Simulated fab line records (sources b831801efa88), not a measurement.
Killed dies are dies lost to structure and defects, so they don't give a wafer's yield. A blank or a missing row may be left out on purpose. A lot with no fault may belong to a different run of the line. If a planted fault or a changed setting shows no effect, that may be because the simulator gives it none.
fab line records :: flow sky130 :: part 2 of 2: steps 26 to 36 of 36
record:
  lots: 5
  wafers: 15
  lastDay: 50
route steps=708 shown SONOS_ONO@174 GATE_OXIDE@187 POLY_GATE@204 RES_PROTECT@206
lots untouched by any fault: they come from a run of this same line in which no faults occurred
startH: the number of hours between the record's first day and the start of the first shown wafer of the lot :: waitH: time in hours since the lot's previous step :: " as in the row above :: L1.1+2: one row covering several wafers at once :: - no value present, or no start provided :: * or withheld: withheld :: < > ~ a bound
route shown NAME@n: a module of which the file shows steps, and the number in the route of the first :: usual: mean/standard deviation taken from wafers without a fault :: same: alike in all rows :: chamber/n: place in a boat :: sites: each site's reading :: _std_site: standard deviation of those values :: _edge_site: inner sites' mean taken away from outer sites' mean :: radiusMm: for every site, how far away it sits from the centre of the wafer :: mask NAME#n: copy n :: behind: the most recent tool/chamber to have shaped the wafer :: hold: cause of the lot's hold/its duration in hours/its outcome :: device: whichever transistor did not switch (one of n, p or np) :: end of line: tests of these same wafers at the route's end :: a step without rows: its recipe alone :: killed: not the wafer's yield, but the dies lost to structure and defects at the first sort :: map: the dies of a wafer, with x for killed, . for not killed, _ for no die there
set.NAME: setting as actually run; set.NAME@STEP: the setting as run at that earlier step :: model.NAME: the simulator's own value behind a step, which no gauge read
a table for each step, a row for each wafer; lots at some steps of the route
services: the hour from which a tool's chamber was out of use, counted from the record's first day as startH (under 0 if before that day), plus the number of hours and why
== steps ==
step: SKY_GATE_OXIDE_WET_ETCH_12
recipe:
  chemistry: dHF
  targetDepthNm: 16.8
  dry: n2Spin
  target: SiO2
  dilution: 100:1
  tempC: 25
  timeS: 336
lot.wafer: L075.2+5+6
tool: wetBench-02
chamber: 1
startH: 309.32
waitH: 0.1

lot.wafer: L089.1+2+4
tool: wetBench-03
chamber: 0
startH: 435.31
waitH: 0.1

lot.wafer: L093.2+3+5
tool: wetBench-02
chamber: 2
startH: 479.61
waitH: 0.1

lot.wafer: L096.1+4+5
tool: wetBench-02
chamber: 2
startH: 497.57
waitH: 0.1

lot.wafer: L097.4+5+6
tool: wetBench-01
chamber: 0
startH: 498.38
waitH: 0.1
step: SKY_GATE_OXIDE_STRIP_13
recipe:
  chemistry: O2/N2
  powerW: 1400
  pressureMtorr: 1500
  platenTempC: withheld
  o2FlowSccm: 3000
  n2FlowSccm: 300
  overashFraction: 0.5
usual:
  drypumpMotorCurrentA: 5.7/0.39
  oesProductAu: 0.716/0.0043
  stripTimeToEndpointS: 14.18/0.038
lot.wafer: L075.2
tool: plasmaAsher-03
chamber: 1
startH: 309.52
waitH: 0.0
drypumpMotorCurrentA: 5.9
oesProductAu: 0.708
rfHoursCounterH: 62
stripTimeToEndpointS: 14.15

lot.wafer: L075.5
tool: plasmaAsher-03
chamber: 0
startH: 309.52
waitH: 0.0
drypumpMotorCurrentA: 5.6
oesProductAu: 0.716
rfHoursCounterH: -
stripTimeToEndpointS: 14.14

lot.wafer: L075.6
tool: plasmaAsher-03
chamber: 1
startH: 309.52
waitH: 0.0
drypumpMotorCurrentA: 5.9
oesProductAu: 0.715
rfHoursCounterH: -
stripTimeToEndpointS: 14.07

lot.wafer: L089.1
tool: plasmaAsher-02
chamber: 0
startH: 435.42
waitH: 0.0
drypumpMotorCurrentA: 5.1
oesProductAu: 0.719
rfHoursCounterH: 31
stripTimeToEndpointS: 14.24

lot.wafer: L089.2
tool: plasmaAsher-02
chamber: 1
startH: 435.42
waitH: 0.0
drypumpMotorCurrentA: 5.8
oesProductAu: 0.712
rfHoursCounterH: 31
stripTimeToEndpointS: 14.25

lot.wafer: L089.4
tool: plasmaAsher-02
chamber: 1
startH: 435.42
waitH: 0.0
drypumpMotorCurrentA: 5.8
oesProductAu: 0.712
rfHoursCounterH: -
stripTimeToEndpointS: 14.25

lot.wafer: L093.2
tool: plasmaAsher-02
chamber: 1
startH: 479.72
waitH: 0.0
drypumpMotorCurrentA: 5.8
oesProductAu: 0.717
rfHoursCounterH: 35
stripTimeToEndpointS: 14.19

lot.wafer: L093.3
tool: plasmaAsher-02
chamber: 1
startH: 479.72
waitH: 0.0
drypumpMotorCurrentA: 5.8
oesProductAu: 0.719
rfHoursCounterH: -
stripTimeToEndpointS: 14.21

lot.wafer: L093.5
tool: plasmaAsher-02
chamber: 0
startH: 479.72
waitH: 0.0
drypumpMotorCurrentA: 5.1
oesProductAu: 0.724
rfHoursCounterH: -
stripTimeToEndpointS: 14.19

lot.wafer: L096.1
tool: plasmaAsher-04
chamber: 0
startH: 497.67
waitH: 0.0
drypumpMotorCurrentA: 6.4
oesProductAu: 0.720
rfHoursCounterH: 67
stripTimeToEndpointS: 14.24

lot.wafer: L096.4
tool: plasmaAsher-04
chamber: 1
startH: 497.67
waitH: 0.0
drypumpMotorCurrentA: 5.5
oesProductAu: 0.724
rfHoursCounterH: -
stripTimeToEndpointS: 14.22

lot.wafer: L096.5
tool: plasmaAsher-04
chamber: 0
startH: 497.67
waitH: 0.0
drypumpMotorCurrentA: 6.4
oesProductAu: 0.714
rfHoursCounterH: -
stripTimeToEndpointS: 14.21

lot.wafer: L097.4
tool: plasmaAsher-04
chamber: 0
startH: 498.52
waitH: 0.0
drypumpMotorCurrentA: 6.4
oesProductAu: 0.714
rfHoursCounterH: -
stripTimeToEndpointS: 14.18

lot.wafer: L097.5
tool: plasmaAsher-04
chamber: 0
startH: 498.52
waitH: 0.0
drypumpMotorCurrentA: 6.4
oesProductAu: 0.715
rfHoursCounterH: -
stripTimeToEndpointS: 14.17

lot.wafer: L097.6
tool: plasmaAsher-04
chamber: 1
startH: 498.52
waitH: 0.0
drypumpMotorCurrentA: 5.5
oesProductAu: 0.717
rfHoursCounterH: -
stripTimeToEndpointS: 14.14
step: SKY_GATE_OXIDE_TW_MEAS_14
usual:
  GATE_OXIDE_TW: 222.8/1.7
lot.wafer: L075.2
tool: filmMetro-03
chamber: -
startH: 309.63
waitH: 0.1
GATE_OXIDE_TW: 220.7

lot.wafer: L075.5
tool: filmMetro-03
chamber: -
startH: 309.63
waitH: 0.1
GATE_OXIDE_TW: 221.5

lot.wafer: L075.6
tool: filmMetro-03
chamber: -
startH: 309.63
waitH: 0.1
GATE_OXIDE_TW: 221.6

lot.wafer: L089.1
tool: filmMetro-03
chamber: -
startH: 435.52
waitH: 0.1
GATE_OXIDE_TW: 222.0

lot.wafer: L089.2
tool: filmMetro-03
chamber: -
startH: 435.52
waitH: 0.1
GATE_OXIDE_TW: 223.1

lot.wafer: L089.4
tool: filmMetro-03
chamber: -
startH: 435.52
waitH: 0.1
GATE_OXIDE_TW: 222.8

lot.wafer: L093.2
tool: filmMetro-03
chamber: -
startH: 479.83
waitH: 0.1
GATE_OXIDE_TW: 221.3

lot.wafer: L093.3
tool: filmMetro-03
chamber: -
startH: 479.83
waitH: 0.1
GATE_OXIDE_TW: 220.5

lot.wafer: L093.5
tool: filmMetro-03
chamber: -
startH: 479.83
waitH: 0.1
GATE_OXIDE_TW: 221.4

lot.wafer: L096.1
tool: filmMetro-04
chamber: -
startH: 497.77
waitH: 0.1
GATE_OXIDE_TW: 222.4

lot.wafer: L096.4
tool: filmMetro-04
chamber: -
startH: 497.77
waitH: 0.1
GATE_OXIDE_TW: 223.5

lot.wafer: L096.5
tool: filmMetro-04
chamber: -
startH: 497.77
waitH: 0.1
GATE_OXIDE_TW: 222.2

lot.wafer: L097.4
tool: filmMetro-01
chamber: -
startH: 498.61
waitH: 0.1
GATE_OXIDE_TW: 225.0

lot.wafer: L097.5
tool: filmMetro-01
chamber: -
startH: 498.61
waitH: 0.1
GATE_OXIDE_TW: 224.3

lot.wafer: L097.6
tool: filmMetro-01
chamber: -
startH: 498.61
waitH: 0.1
GATE_OXIDE_TW: 225.9
step: SKY_GATE_OXIDE_CLEAN_15
recipe:
  chemistry: SC1/SC2
  mix: 1:4:20
  tempC: 70
  timeS: 150
  dry: n2Spin
lot.wafer: L075.2+5+6
tool: wetBench-03
chamber: 1
startH: 309.68
waitH: 0.0

lot.wafer: L089.1+2+4
tool: wetBench-03
chamber: 1
startH: 435.58
waitH: 0.1

lot.wafer: L093.2+3+5
tool: wetBench-03
chamber: 1
startH: 479.88
waitH: 0.0

lot.wafer: L096.1+4+5
tool: wetBench-03
chamber: 0
startH: 497.83
waitH: 0.1

lot.wafer: L097.4+5+6
tool: wetBench-01
chamber: 3
startH: 498.64
waitH: 0.0
step: SKY_GATE_OXIDE_OXIDATION_16
recipe:
  tempC: 800
  ambient: O2
  idleTempC: 700
  rampUpCPerMin: 10
  rampDownCPerMin: 3
  stabiliseS: 600
  purgeS: 300
  targetThkA: 35.7
  oxTimeS: 1915
usual:
  zonePowerCentrePct: 13.7/0.4
same:
  stabiliseS: 600
lot.wafer: L075.2
tool: furnace-02
chamber: 0
startH: 309.74
waitH: 0.0
zonePowerCentrePct: 14.1

lot.wafer: L075.5
tool: furnace-02
chamber: 0
startH: 309.74
waitH: 0.0
zonePowerCentrePct: 14.0

lot.wafer: L075.6
tool: furnace-02
chamber: 0
startH: 309.74
waitH: 0.0
zonePowerCentrePct: 14.0

lot.wafer: L089.1
tool: furnace-02
chamber: 0
startH: 437.95
waitH: 2.3
zonePowerCentrePct: 14.3

lot.wafer: L089.2
tool: furnace-02
chamber: 0
startH: 437.95
waitH: 2.3
zonePowerCentrePct: 14.2

lot.wafer: L089.4
tool: furnace-02
chamber: 0
startH: 437.95
waitH: 2.3
zonePowerCentrePct: 14.0

lot.wafer: L093.2
tool: furnace-01
chamber: 0
startH: 480.18
waitH: 0.3
zonePowerCentrePct: 13.3

lot.wafer: L093.3
tool: furnace-01
chamber: 0
startH: 480.18
waitH: 0.3
zonePowerCentrePct: 13.3

lot.wafer: L093.5
tool: furnace-01
chamber: 0
startH: 480.18
waitH: 0.3
zonePowerCentrePct: 13.5

lot.wafer: L096.1
tool: furnace-02
chamber: 0
startH: 497.88
waitH: 0.0
zonePowerCentrePct: 14.1

lot.wafer: L096.4
tool: furnace-02
chamber: 0
startH: 497.88
waitH: 0.0
zonePowerCentrePct: 14.1

lot.wafer: L096.5
tool: furnace-02
chamber: 0
startH: 497.88
waitH: 0.0
zonePowerCentrePct: 13.9

lot.wafer: L097.4
tool: furnace-01
chamber: 0
startH: 499.68
waitH: 1.0
zonePowerCentrePct: 13.2

lot.wafer: L097.5
tool: furnace-01
chamber: 0
startH: 499.68
waitH: 1.0
zonePowerCentrePct: 13.4

lot.wafer: L097.6
tool: furnace-01
chamber: 0
startH: 499.68
waitH: 1.0
zonePowerCentrePct: 13.3
step: SKY_POLY_GATE_CVD_00
recipe:
  material: poly-Si
  targetThkNm: 180
  tempC: 620
  timeS: 720
  pressureMtorr: 200
usual:
  zonePowerCentrePct: 10.0/1
lot.wafer: L075.2
tool: lpcvd-01
chamber: 1
startH: 311.27
waitH: 0.0
zonePowerCentrePct: 8.9

lot.wafer: L075.5
tool: lpcvd-01
chamber: 1
startH: 311.27
waitH: 0.0
zonePowerCentrePct: 8.9

lot.wafer: L075.6
tool: lpcvd-01
chamber: 1
startH: 311.27
waitH: 0.0
zonePowerCentrePct: 8.9

lot.wafer: L089.1
tool: lpcvd-01
chamber: 1
startH: 439.49
waitH: 0.0
zonePowerCentrePct: 9.1

lot.wafer: L089.2
tool: lpcvd-01
chamber: 1
startH: 439.49
waitH: 0.0
zonePowerCentrePct: 9.0

lot.wafer: L089.4
tool: lpcvd-01
chamber: 1
startH: 439.49
waitH: 0.0
zonePowerCentrePct: 9.0

lot.wafer: L093.2
tool: lpcvd-01
chamber: 0
startH: 481.83
waitH: 0.1
zonePowerCentrePct: 11.0

lot.wafer: L093.3
tool: lpcvd-01
chamber: 0
startH: 481.83
waitH: 0.1
zonePowerCentrePct: 11.2

lot.wafer: L093.5
tool: lpcvd-01
chamber: 0
startH: 481.83
waitH: 0.1
zonePowerCentrePct: 10.9

lot.wafer: L096.1
tool: lpcvd-01
chamber: 1
startH: 499.41
waitH: 0.0
zonePowerCentrePct: 9.1

lot.wafer: L096.4
tool: lpcvd-01
chamber: 1
startH: 499.41
waitH: 0.0
zonePowerCentrePct: 8.9

lot.wafer: L096.5
tool: lpcvd-01
chamber: 1
startH: 499.41
waitH: 0.0
zonePowerCentrePct: 9.1

lot.wafer: L097.4
tool: lpcvd-01
chamber: 1
startH: 501.21
waitH: 0.0
zonePowerCentrePct: 9.0

lot.wafer: L097.5
tool: lpcvd-01
chamber: 1
startH: 501.21
waitH: 0.0
zonePowerCentrePct: 9.0

lot.wafer: L097.6
tool: lpcvd-01
chamber: 1
startH: 501.21
waitH: 0.0
zonePowerCentrePct: 8.9
step: SKY_POLY_GATE_THK_MEAS_01
recipe:
  reads: poly-Si_of_POLY_GATE_CVD_00
usual:
  POLY_GATE_CVD_00_THK: 179.2/1.5
lot.wafer: L075.2
tool: filmMetro-02
chamber: -
startH: 312.48
waitH: 0.0
POLY_GATE_CVD_00_THK[nm]: 178.8

lot.wafer: L075.5
tool: filmMetro-02
chamber: -
startH: 312.48
waitH: 0.0
POLY_GATE_CVD_00_THK[nm]: 178.3

lot.wafer: L075.6
tool: filmMetro-02
chamber: -
startH: 312.48
waitH: 0.0
POLY_GATE_CVD_00_THK[nm]: 178.7

lot.wafer: L089.1
tool: filmMetro-02
chamber: -
startH: 440.69
waitH: 0.0
POLY_GATE_CVD_00_THK[nm]: 177.9

lot.wafer: L089.2
tool: filmMetro-02
chamber: -
startH: 440.69
waitH: 0.0
POLY_GATE_CVD_00_THK[nm]: 178.3

lot.wafer: L089.4
tool: filmMetro-02
chamber: -
startH: 440.69
waitH: 0.0
POLY_GATE_CVD_00_THK[nm]: 178.6

lot.wafer: L093.2
tool: filmMetro-03
chamber: -
startH: 483.04
waitH: 0.0
POLY_GATE_CVD_00_THK[nm]: 180.4

lot.wafer: L093.3
tool: filmMetro-03
chamber: -
startH: 483.04
waitH: 0.0
POLY_GATE_CVD_00_THK[nm]: 180.8

lot.wafer: L093.5
tool: filmMetro-03
chamber: -
startH: 483.04
waitH: 0.0
POLY_GATE_CVD_00_THK[nm]: 179.3

lot.wafer: L096.1
tool: filmMetro-02
chamber: -
startH: 500.61
waitH: 0.0
POLY_GATE_CVD_00_THK[nm]: 177.5

lot.wafer: L096.4
tool: filmMetro-02
chamber: -
startH: 500.61
waitH: 0.0
POLY_GATE_CVD_00_THK[nm]: 179.8

lot.wafer: L096.5
tool: filmMetro-02
chamber: -
startH: 500.61
waitH: 0.0
POLY_GATE_CVD_00_THK[nm]: 178.8

lot.wafer: L097.4
tool: filmMetro-03
chamber: -
startH: 502.44
waitH: 0.0
POLY_GATE_CVD_00_THK[nm]: 179.9

lot.wafer: L097.5
tool: filmMetro-03
chamber: -
startH: 502.44
waitH: 0.0
POLY_GATE_CVD_00_THK[nm]: 181.7

lot.wafer: L097.6
tool: filmMetro-03
chamber: -
startH: 502.44
waitH: 0.0
POLY_GATE_CVD_00_THK[nm]: 177.8
step: SKY_RES_PROTECT_DEHYDRATE_00
recipe:
  tempC: 200
  timeS: 60
usual:
  exhaustPa: 45.1/0.9
lot.wafer: L075.2
tool: lithoTrack-01
chamber: 0
startH: 325.78
waitH: 13.3
exhaustPa: 46.0

lot.wafer: L075.5
tool: lithoTrack-01
chamber: 0
startH: 325.78
waitH: 13.3
exhaustPa: 45.5

lot.wafer: L075.6
tool: lithoTrack-01
chamber: 0
startH: 325.78
waitH: 13.3
exhaustPa: 45.6

lot.wafer: L089.1
tool: lithoTrack-03
chamber: 0
startH: 455.48
waitH: 14.8
exhaustPa: 43.8

lot.wafer: L089.2
tool: lithoTrack-03
chamber: 0
startH: 455.48
waitH: 14.8
exhaustPa: 44.8

lot.wafer: L089.4
tool: lithoTrack-03
chamber: 0
startH: 455.48
waitH: 14.8
exhaustPa: 45.0

lot.wafer: L093.2
tool: lithoTrack-03
chamber: 0
startH: 497.41
waitH: 14.4
exhaustPa: 45.9

lot.wafer: L093.3
tool: lithoTrack-03
chamber: 0
startH: 497.41
waitH: 14.4
exhaustPa: 45.0

lot.wafer: L093.5
tool: lithoTrack-03
chamber: 0
startH: 497.41
waitH: 14.4
exhaustPa: 44.5

lot.wafer: L096.1
tool: lithoTrack-01
chamber: 0
startH: 515.55
waitH: 14.9
exhaustPa: 43.9

lot.wafer: L096.4
tool: lithoTrack-01
chamber: 0
startH: 515.55
waitH: 14.9
exhaustPa: 45.3

lot.wafer: L096.5
tool: lithoTrack-01
chamber: 0
startH: 515.55
waitH: 14.9
exhaustPa: 44.7

lot.wafer: L097.4
tool: lithoTrack-01
chamber: 0
startH: 516.92
waitH: 14.5
exhaustPa: 44.4

lot.wafer: L097.5
tool: lithoTrack-01
chamber: 0
startH: 516.92
waitH: 14.5
exhaustPa: 45.8

lot.wafer: L097.6
tool: lithoTrack-01
chamber: 0
startH: 516.92
waitH: 14.5
exhaustPa: 44.8
step: SKY_RES_PROTECT_HMDS_01
recipe:
  primeTimeS: 60
  primeTempC: 120
usual:
  exhaustPa: 45.0/0.8
lot.wafer: L075.2
tool: lithoTrack-01
chamber: 0
startH: 325.93
waitH: 0.1
exhaustPa: 44.0

lot.wafer: L075.5
tool: lithoTrack-01
chamber: 0
startH: 325.93
waitH: 0.1
exhaustPa: 44.3

lot.wafer: L075.6
tool: lithoTrack-01
chamber: 0
startH: 325.93
waitH: 0.1
exhaustPa: 44.4

lot.wafer: L089.1
tool: lithoTrack-03
chamber: 0
startH: 455.63
waitH: 0.1
exhaustPa: 43.9

lot.wafer: L089.2
tool: lithoTrack-03
chamber: 0
startH: 455.63
waitH: 0.1
exhaustPa: 45.0

lot.wafer: L089.4
tool: lithoTrack-03
chamber: 0
startH: 455.63
waitH: 0.1
exhaustPa: 45.2

lot.wafer: L093.2
tool: lithoTrack-03
chamber: 0
startH: 497.56
waitH: 0.1
exhaustPa: 46.0

lot.wafer: L093.3
tool: lithoTrack-03
chamber: 0
startH: 497.56
waitH: 0.1
exhaustPa: 44.8

lot.wafer: L093.5
tool: lithoTrack-03
chamber: 0
startH: 497.56
waitH: 0.1
exhaustPa: 45.9

lot.wafer: L096.1
tool: lithoTrack-01
chamber: 0
startH: 515.70
waitH: 0.1
exhaustPa: 44.8

lot.wafer: L096.4
tool: lithoTrack-01
chamber: 0
startH: 515.70
waitH: 0.1
exhaustPa: 44.2

lot.wafer: L096.5
tool: lithoTrack-01
chamber: 0
startH: 515.70
waitH: 0.1
exhaustPa: 45.0

lot.wafer: L097.4
tool: lithoTrack-01
chamber: 0
startH: 517.07
waitH: 0.1
exhaustPa: 45.4

lot.wafer: L097.5
tool: lithoTrack-01
chamber: 0
startH: 517.07
waitH: 0.1
exhaustPa: 44.6

lot.wafer: L097.6
tool: lithoTrack-01
chamber: 0
startH: 517.07
waitH: 0.1
exhaustPa: 45.8
step: SKY_RES_PROTECT_COAT_02
recipe:
  resist: NOVOLAK
  spinRpm: 3000
  resistThkNm: 1140
usual:
  exhaustPa: 45.3/0.99
lot.wafer: L075.2
tool: lithoTrack-01
chamber: 0
startH: 326.08
waitH: 0.1
exhaustPa: 44.4

lot.wafer: L075.5
tool: lithoTrack-01
chamber: 0
startH: 326.08
waitH: 0.1
exhaustPa: 44.4

lot.wafer: L075.6
tool: lithoTrack-01
chamber: 0
startH: 326.08
waitH: 0.1
exhaustPa: 44.1

lot.wafer: L089.1
tool: lithoTrack-03
chamber: 0
startH: 455.78
waitH: 0.1
exhaustPa: 45.0

lot.wafer: L089.2
tool: lithoTrack-03
chamber: 0
startH: 455.78
waitH: 0.1
exhaustPa: 45.3

lot.wafer: L089.4
tool: lithoTrack-03
chamber: 0
startH: 455.78
waitH: 0.1
exhaustPa: 45.8

lot.wafer: L093.2
tool: lithoTrack-03
chamber: 0
startH: 497.71
waitH: 0.1
exhaustPa: 45.5

lot.wafer: L093.3
tool: lithoTrack-03
chamber: 0
startH: 497.71
waitH: 0.1
exhaustPa: 45.6

lot.wafer: L093.5
tool: lithoTrack-03
chamber: 0
startH: 497.71
waitH: 0.1
exhaustPa: 46.4

lot.wafer: L096.1
tool: lithoTrack-01
chamber: 0
startH: 515.85
waitH: 0.1
exhaustPa: 45.8

lot.wafer: L096.4
tool: lithoTrack-01
chamber: 0
startH: 515.85
waitH: 0.1
exhaustPa: 45.1

lot.wafer: L096.5
tool: lithoTrack-01
chamber: 0
startH: 515.85
waitH: 0.1
exhaustPa: 45.5

lot.wafer: L097.4
tool: lithoTrack-01
chamber: 0
startH: 517.22
waitH: 0.1
exhaustPa: 46.1

lot.wafer: L097.5
tool: lithoTrack-01
chamber: 0
startH: 517.22
waitH: 0.1
exhaustPa: 44.9

lot.wafer: L097.6
tool: lithoTrack-01
chamber: 0
startH: 517.22
waitH: 0.1
exhaustPa: 45.1
step: SKY_RES_PROTECT_SOFTBAKE_03
recipe:
  tempC: 90
  timeS: 60
  resist: NOVOLAK
usual:
  exhaustPa: 45.0/0.89
lot.wafer: L075.2
tool: lithoTrack-01
chamber: 0
startH: 326.23
waitH: 0.1
exhaustPa: 44.6

lot.wafer: L075.5
tool: lithoTrack-01
chamber: 0
startH: 326.23
waitH: 0.1
exhaustPa: 45.1

lot.wafer: L075.6
tool: lithoTrack-01
chamber: 0
startH: 326.23
waitH: 0.1
exhaustPa: 44.8

lot.wafer: L089.1
tool: lithoTrack-03
chamber: 0
startH: 455.93
waitH: 0.1
exhaustPa: 45.6

lot.wafer: L089.2
tool: lithoTrack-03
chamber: 0
startH: 455.93
waitH: 0.1
exhaustPa: 46.5

lot.wafer: L089.4
tool: lithoTrack-03
chamber: 0
startH: 455.93
waitH: 0.1
exhaustPa: 44.9

lot.wafer: L093.2
tool: lithoTrack-03
chamber: 0
startH: 497.86
waitH: 0.1
exhaustPa: 44.5

lot.wafer: L093.3
tool: lithoTrack-03
chamber: 0
startH: 497.86
waitH: 0.1
exhaustPa: 44.7

lot.wafer: L093.5
tool: lithoTrack-03
chamber: 0
startH: 497.86
waitH: 0.1
exhaustPa: 44.4

lot.wafer: L096.1
tool: lithoTrack-01
chamber: 0
startH: 516.00
waitH: 0.1
exhaustPa: 44.2

lot.wafer: L096.4
tool: lithoTrack-01
chamber: 0
startH: 516.00
waitH: 0.1
exhaustPa: 44.9

lot.wafer: L096.5
tool: lithoTrack-01
chamber: 0
startH: 516.00
waitH: 0.1
exhaustPa: 44.3

lot.wafer: L097.4
tool: lithoTrack-01
chamber: 0
startH: 517.37
waitH: 0.1
exhaustPa: 46.1

lot.wafer: L097.5
tool: lithoTrack-01
chamber: 0
startH: 517.37
waitH: 0.1
exhaustPa: 47.2

lot.wafer: L097.6
tool: lithoTrack-01
chamber: 0
startH: 517.37
waitH: 0.1
exhaustPa: 45.4
== services ==
tool: implanter-03
chamber: -
startH: 250.23
hours: 1.3
kind: repair

tool: ilineStepper-01
chamber: -
startH: 253.33
hours: 4.5
kind: repair

tool: wetBench-02
chamber: -
startH: 257.33
hours: 4.4
kind: pm

tool: furnace-01
chamber: -
startH: 257.84
hours: 2.8
kind: pm

tool: implanter-02
chamber: -
startH: 273.00
hours: 4.1
kind: repair

tool: furnace-01
chamber: -
startH: 282.26
hours: 3.6
kind: pm

tool: furnace-02
chamber: -
startH: 301.25
hours: 3.3
kind: pm

tool: plasmaAsher-04
chamber: -
startH: 311.37
hours: 15.6
kind: pm

tool: ilineStepper-01
chamber: -
startH: 313.72
hours: 0.7
kind: repair

tool: rieDiel-03
chamber: 2
startH: 313.85
hours: 6.1
kind: repair

tool: implanter-02
chamber: -
startH: 315.65
hours: 2.9
kind: pm

tool: rieDiel-03
chamber: -
startH: 316.22
hours: 28.1
kind: pm

tool: ilineStepper-01
chamber: -
startH: 319.35
hours: 8.8
kind: repair

tool: rieDiel-04
chamber: 0
startH: 322.45
hours: 4.3
kind: repair

tool: ilineStepper-02
chamber: -
startH: 328.16
hours: 1.7
kind: pm

tool: rieDiel-04
chamber: 2
startH: 328.21
hours: 8.7
kind: repair

tool: plasmaAsher-04
chamber: -
startH: 365.08
hours: 2.8
kind: pm

tool: ilineStepper-01
chamber: -
startH: 393.34
hours: 2.1
kind: pm

tool: ilineStepper-01
chamber: -
startH: 439.13
hours: 5.9
kind: repair

tool: ilineStepper-01
chamber: -
startH: 447.24
hours: 1.7
kind: pm

tool: lpcvd-01
chamber: -
startH: 461.56
hours: 2.8
kind: pm

tool: furnace-02
chamber: -
startH: 470.03
hours: 3.5
kind: pm

tool: ilineStepper-01
chamber: -
startH: 473.12
hours: 4.4
kind: pm

tool: ilineStepper-01
chamber: -
startH: 499.56
hours: 5.8
kind: repair
